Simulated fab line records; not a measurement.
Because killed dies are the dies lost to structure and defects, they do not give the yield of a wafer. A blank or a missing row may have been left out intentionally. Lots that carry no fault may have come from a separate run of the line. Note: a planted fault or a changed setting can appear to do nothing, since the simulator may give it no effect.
Which tool is to blame? + flow sky130 + 30 wafers from 10 lots sampled at 3 of the route's 708 steps

## WHAT THE GAUGES READ, wafer by wafer
SKY_FIELD_ISO_CD_MEAS_13 targets a cd of 150 nm. Usual: 149.8 nm for cdNm, sd 1.5.
| lot  | measured    | on       | cdNm (nm)         | flag |
|------|-------------|----------|-------------------|------|
| L621 | day 2 04:53 | cdSem-01 | 149.9 151.5 149.6 |      |
| L622 | day 2 11:10 | cdSem-01 | 150.9 150.8 150.4 |      |
| L623 | day 2 14:37 | cdSem-01 | 149.9 149.1 149.8 |      |
| L624 | day 2 22:01 | cdSem-01 | 148.5 146.1 148.8 |      |
| L625 | day 3 01:23 | cdSem-01 | 146.5 147.9 148.1 |      |
| L626 | day 3 07:08 | cdSem-01 | 151.3 150.3 151.7 |      |
| L627 | day 3 11:07 | cdSem-01 | 150.1 150.5 151.2 |      |
| L631 | day 4 09:38 | cdSem-01 | 147.8 148.5 150.0 |      |
| L638 | day 5 23:45 | cdSem-01 | 151.3 151.9 151.5 |      |
| L644 | day 7 05:01 | cdSem-02 | 150.0 152.1 149.7 |      |

SKY_NWELL_RS_MEAS_29: the measuring method here is four-point-probe. Usual: NWELL_RS typically reads 624.8 ohm/sq, with standard deviation 1.7.
| lot  | measured     | on           | NWELL_RS (ohm/sq)                   | flag |
|------|--------------|--------------|-------------------------------------|------|
| L621 | day 5 10:58  | filmMetro-03 | 623.8 624.2 625.5                   |      |
| L622 | day 5 12:58  | filmMetro-03 | 623.4 624.0 623.9                   |      |
| L623 | day 5 16:46  | filmMetro-03 | 626.6 625.6 625.9                   |      |
| L624 | day 6 00:32  | filmMetro-04 | 622.5 624.9 626.1                   |      |
| L625 | day 6 03:10  | filmMetro-04 | 626.6 627.7 627.0                   |      |
| L626 | day 6 14:13  | filmMetro-03 | 624.0 624.9 626.2                   |      |
| L627 | day 6 19:42  | filmMetro-04 | 623.6 624.7 623.8                   |      |
| L631 | day 8 00:23  | filmMetro-02 | 653.6 654.2 653.5 654.8 655.2 653.1 | OFF  |
| L638 | day 10 00:35 | filmMetro-02 | 622.9 621.1 621.5                   |      |
| L644 | day 11 03:35 | filmMetro-03 | 625.3 624.0 623.7                   |      |

## WHICH TOOL RAN EACH LOT (tool, then ch and the chambers of the sampled wafers, then the start)
| lot  | SKY_NWELL_IMPLANT_11            |
|------|---------------------------------|
| L621 | implanter-01 ch 0, day 4 16:38  |
| L622 | implanter-02 ch 0, day 4 19:14  |
| L623 | implanter-02 ch 0, day 4 22:01  |
| L624 | implanter-02 ch 0, day 5 05:16  |
| L625 | implanter-01 ch 0, day 5 08:21  |
| L626 | implanter-02 ch 0, day 5 18:01  |
| L627 | implanter-02 ch 0, day 6 00:32  |
| L631 | implanter-02 ch 0, day 7 03:40  |
| L638 | implanter-04 ch 0, day 8 22:57  |
| L644 | implanter-04 ch 0, day 10 02:20 |
- SKY_NWELL_IMPLANT_11

## AS READ BY THE TOOLS THEMSELVES (means over the sampled wafers that have a number; for cases with no such wafer, the mark the record gives instead)
SKY_NWELL_IMPLANT_11. Usual: 5.06e-06 Torr for endStationPressureTorr, sd 2.6e-07.
| lot  | tool         | endStationPressureTorr (Torr) | flag |
|------|--------------|-------------------------------|------|
| L621 | implanter-01 | 4.99e-06                      |      |
| L622 | implanter-02 | 5.44e-06                      |      |
| L623 | implanter-02 | 4.94e-06                      |      |
| L624 | implanter-02 | 5.09e-06                      |      |
| L625 | implanter-01 | 5.01e-06                      |      |
| L626 | implanter-02 | 5.36e-06                      |      |
| L627 | implanter-02 | 5.09e-06                      |      |
| L631 | implanter-02 | 5.02e-06                      |      |
| L638 | implanter-04 | 4.85e-06                      |      |
| L644 | implanter-04 | 4.97e-06                      |      |

## THE ANSWER, worked out from the rows above alone
Rule: take the mean of a lot's wafers that have a number; if it is more than 3 standard deviations from the usual mean, the lot is off. Also off: a lot with no number at a reading for which 4 or more lots have one. Where the step has rows for the other lots, those lots are counted as sound. Order of review: gauges by route order, followed by the tools' own readings, for which a lot's mean as printed above is used. The first step at which some lot is off is used, and at that step the reading that is off furthest; a lot without a number counts as furthest.
Off: at SKY_NWELL_RS_MEAS_29 (NWELL_RS), L631.
If a tool, at a process step before that reading, ran all the lots that are off and no sound lot after the first of them, it fits. Those tools and the gauges at SKY_NWELL_RS_MEAS_29 are tried in the same way. One candidate fits, namely implanter-02 at SKY_NWELL_IMPLANT_11. A fault onset in the window from L627 (day 6 00:32, its last sound lot) to L631 (day 7 03:40, its first lot off) fits.

## WHAT WAS PUT IN BY THE SIMULATOR
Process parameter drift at SKY_NWELL_IMPLANT_11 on implanter-02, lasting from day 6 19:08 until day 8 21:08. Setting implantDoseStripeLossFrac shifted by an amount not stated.
Struck lots among those shown: L631. The rule above reached the same finding.
